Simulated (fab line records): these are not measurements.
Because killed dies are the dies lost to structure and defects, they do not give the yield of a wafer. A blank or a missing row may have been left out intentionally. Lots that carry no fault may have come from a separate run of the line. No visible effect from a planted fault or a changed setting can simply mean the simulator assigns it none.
Matching of chambers + flow sky130 + SKY_LI_CONTACT_ETCH_14 on rie diel-04: 4 sister chambers
The step etches BARC in N2/H2, stops on SiO2, time 45.9 s, target depth 60 nm. 14 wafers are shown with their chamber, then 6 later ones without.

WAFERS PAIRED WITH THEIR CHAMBERS
| wafer  | chamber | oes product au (a.u.) | run length s (s) | throttle valve pct (%) |
|--------|---------|-----------------------|------------------|------------------------|
| L325.2 | 3       | 0.844                 | 74.2             | 13.231                 |
| L325.4 | 2       | 0.857                 | 74.3             | 13.209                 |
| L325.5 | 3       | 0.849                 | 74.8             | 13.224                 |
| L328.1 | 0       | 0.850                 | 74.1             | 13.220                 |
| L328.3 | 1       | 0.866                 | 74.1             | 13.238                 |
| L337.1 | 0       | 0.856                 | 73.9             | 13.218                 |
| L337.2 | 2       | 0.857                 | 74.1             | 13.235                 |
| L337.5 | 3       | 0.853                 | 74.8             | 13.216                 |
| L339.1 | 2       | 0.857                 | 74.5             | 13.236                 |
| L339.3 | 3       | 0.859                 | 74.3             | 13.227                 |
| L339.6 | 1       | 0.862                 | 74.3             | 13.228                 |
| L341.1 | 2       | 0.851                 | 74.0             | 13.214                 |
| L341.5 | 0       | 0.849                 | 74.1             | 13.221                 |
| L341.6 | 3       | 0.854                 | 74.8             | 13.220                 |

SIGNATURES, as means of the wafers listed above
| reading            | chamber 0 | chamber 1 | chamber 2 | chamber 3 | scatter within a chamber |
|--------------------|-----------|-----------|-----------|-----------|--------------------------|
| oes product au     | 0.85167   | 0.86400   | 0.85550   | 0.85180   | 0.00436                  |
| run length s       | 74.033    | 74.200    | 74.225    | 74.580    | 0.237                    |
| throttle valve pct | 13.21967  | 13.23300  | 13.22350  | 13.22360  | 0.00884                  |
Rule: a wafer lies at a distance from a chamber equal to the root of the sum of squares, over the readings, of (its reading less the chamber's mean, divided by the reading's scatter). The wafer belongs to the nearest chamber; if the next one is less than 2 further off, it can't be placed. The scatter: the root of (the sum of the squares of (reading less its chamber's mean) over the shown wafers, divided by (wafers less chambers)).

WAFERS MISSING THEIR CHAMBER
| wafer  | oes product au (a.u.) | run length s (s) | throttle valve pct (%) |
|--------|-----------------------|------------------|------------------------|
| L342.1 | 0.854                 | 74.6             | 13.232                 |
| L342.2 | 0.856                 | 74.5             | 13.227                 |
| L342.4 | 0.852                 | 74.1             | 13.223                 |
| L346.4 | 0.848                 | 74.1             | 13.217                 |
| L346.5 | 0.859                 | 74.1             | 13.238                 |
| L346.6 | 0.858                 | 74.1             | 13.241                 |

WHICH CHAMBER EACH ONE RAN IN
| wafer  | from the rows above               | in truth |
|--------|-----------------------------------|----------|
| L342.1 | can't be placed: 3 or 2 or 0 or 1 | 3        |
| L342.2 | can't be placed: 3 or 2 or 1 or 0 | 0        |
| L342.4 | can't be placed: 0 or 2 or 3      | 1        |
| L346.4 | can't be placed: 0 or 2 or 3      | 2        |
| L346.5 | can't be placed: 1 or 2 or 0 or 3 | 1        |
| L346.6 | can't be placed: 1 or 2 or 0 or 3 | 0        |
0 of 6 placed correctly. Not placeable from these rows: 6 (in 5, the candidates include the true chamber). Placed wrongly: 0.
